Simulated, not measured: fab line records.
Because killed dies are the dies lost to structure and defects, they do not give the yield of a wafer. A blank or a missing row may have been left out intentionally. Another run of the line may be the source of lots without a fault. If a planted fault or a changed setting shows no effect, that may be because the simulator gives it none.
Commonality check across tools | flow sky130 | Lots sampled 14, wafers sampled 42

## REASON IT WAS OPENED
SKY_LDD_HVP_TW_MEAS_10, reading LDD_HVP_TW: flagged on 2 of 14 lots. Wafers without a fault read 458, standard deviation 4.4.
Rule: a lot gets a flag if all its wafers with a number sit over 4 standard deviations from that mean, or if no wafer of it has a number. The rest of the lots are taken to be sound.

lot  | measured     | on            | LDD_HVP_TW, wafer by wafer | flag
L264 | day 22 05:31 | film metro-04 | 462 462 465                |
L265 | day 22 17:56 | film metro-04 | 462 463 462                |
L270 | day 24 09:50 | film metro-02 | 1461 1454 1458             | FLAGGED
L271 | day 24 10:11 | film metro-01 | 1426 1424 1426             | FLAGGED
L275 | day 26 00:49 | film metro-04 | 458 457 460                |
L277 | day 26 14:25 | film metro-02 | 462 462 462                |
L278 | day 26 20:25 | film metro-04 | 457 459 460                |
L279 | day 27 06:21 | film metro-01 | 450 450 453                |
L280 | day 27 13:38 | film metro-04 | 459 463 461                |
L281 | day 28 08:30 | film metro-01 | 451 453 454                |
L283 | day 28 19:21 | film metro-02 | 468 465 465                |
L284 | day 29 01:07 | film metro-04 | 462 458 460                |
L285 | day 29 09:43 | film metro-02 | 466 466 462                |
L286 | day 29 16:39 | film metro-04 | 459 461 459                |
Averaged over the flagged lots the numbers come to 1442, +984 from the usual (+99 or more standard deviations).

## WHICH TOOL EACH LOT WENT THROUGH
Before the reading, the record contains 2 process steps out of a 708-step route. Read each cell as the tool, then ch plus the chambers that the sampled wafers visited, then the start.
lot  | flag    | SKY_LDD_HVN_COAT_02               | SKY_LDD_HVN_STRIP_09
L264 |         | litho track-02 ch 0, day 20 08:20 | plasma asher-03 ch 0,1, day 20 23:18
L265 |         | litho track-02 ch 0, day 20 18:37 | plasma asher-03 ch 0,1, day 21 10:38
L270 | FLAGGED | litho track-01, day 22 12:39      | plasma asher-01 ch 0,1, day 23 04:07
L271 | FLAGGED | litho track-03, day 22 13:43      | plasma asher-04 ch 0,1, day 23 04:52
L275 |         | litho track-02 ch 0, day 24 04:07 | plasma asher-03 ch 0,1, day 24 19:10
L277 |         | litho track-01 ch 0, day 24 18:06 | plasma asher-04 ch 0,1, day 25 09:02
L278 |         | litho track-01 ch 0, day 24 23:13 | plasma asher-04 ch 0,1, day 25 14:32
L279 |         | litho track-01 ch 0, day 25 09:27 | plasma asher-03 ch 0,1, day 26 00:09
L280 |         | litho track-03 ch 0, day 25 16:34 | plasma asher-01 ch 0,1, day 26 07:43
L281 |         | litho track-01 ch 0, day 26 12:12 | plasma asher-01 ch 0,1, day 27 02:58
L283 |         | litho track-01 ch 0, day 26 22:45 | plasma asher-03 ch 0,1, day 27 14:15
L284 |         | litho track-03 ch 0, day 27 05:49 | plasma asher-04 ch 0,1, day 27 20:14
L285 |         | litho track-02 ch 0, day 27 14:23 | plasma asher-01 ch 0,1, day 28 05:10
L286 |         | litho track-03 ch 0, day 27 21:31 | plasma asher-01 ch 0,1, day 28 12:37
What the steps here do:
- SKY_LDD_HVN_COAT_02: resist thk 300 nm.
- SKY_LDD_HVN_STRIP_09: strips in O2/N2.
- SKY_LDD_HVP_TW_MEAS_10

## FLAGGED AGAINST TOTAL, ONE TOOL AT A TIME (gauges that did the reading follow at the end)
step                   | tool            | lots run | flagged | share of the flagged lots | sound lots run after its first flagged lot
SKY_LDD_HVN_COAT_02    | litho track-01  | 6        | 1       | some                      | 5 (L277,L278,L279,L281,L283)
SKY_LDD_HVN_COAT_02    | litho track-02  | 4        | 0       | none                      | -
SKY_LDD_HVN_COAT_02    | litho track-03  | 4        | 1       | some                      | 3 (L280,L284,L286)
SKY_LDD_HVN_STRIP_09   | plasma asher-01 | 5        | 1       | some                      | 4 (L280,L281,L285,L286)
SKY_LDD_HVN_STRIP_09   | plasma asher-03 | 5        | 0       | none                      | -
SKY_LDD_HVN_STRIP_09   | plasma asher-04 | 4        | 1       | some                      | 3 (L277,L278,L284)
SKY_LDD_HVP_TW_MEAS_10 | film metro-01   | 3        | 1       | some                      | 2 (L279,L281)
SKY_LDD_HVP_TW_MEAS_10 | film metro-02   | 4        | 1       | some                      | 3 (L277,L283,L285)
SKY_LDD_HVP_TW_MEAS_10 | film metro-04   | 7        | 0       | none                      | -

## THE TABLE: WHAT IT ALLOWS
No row of the table ran every flagged lot.

## WHAT HAD BEEN PUT IN BY THE SIMULATOR
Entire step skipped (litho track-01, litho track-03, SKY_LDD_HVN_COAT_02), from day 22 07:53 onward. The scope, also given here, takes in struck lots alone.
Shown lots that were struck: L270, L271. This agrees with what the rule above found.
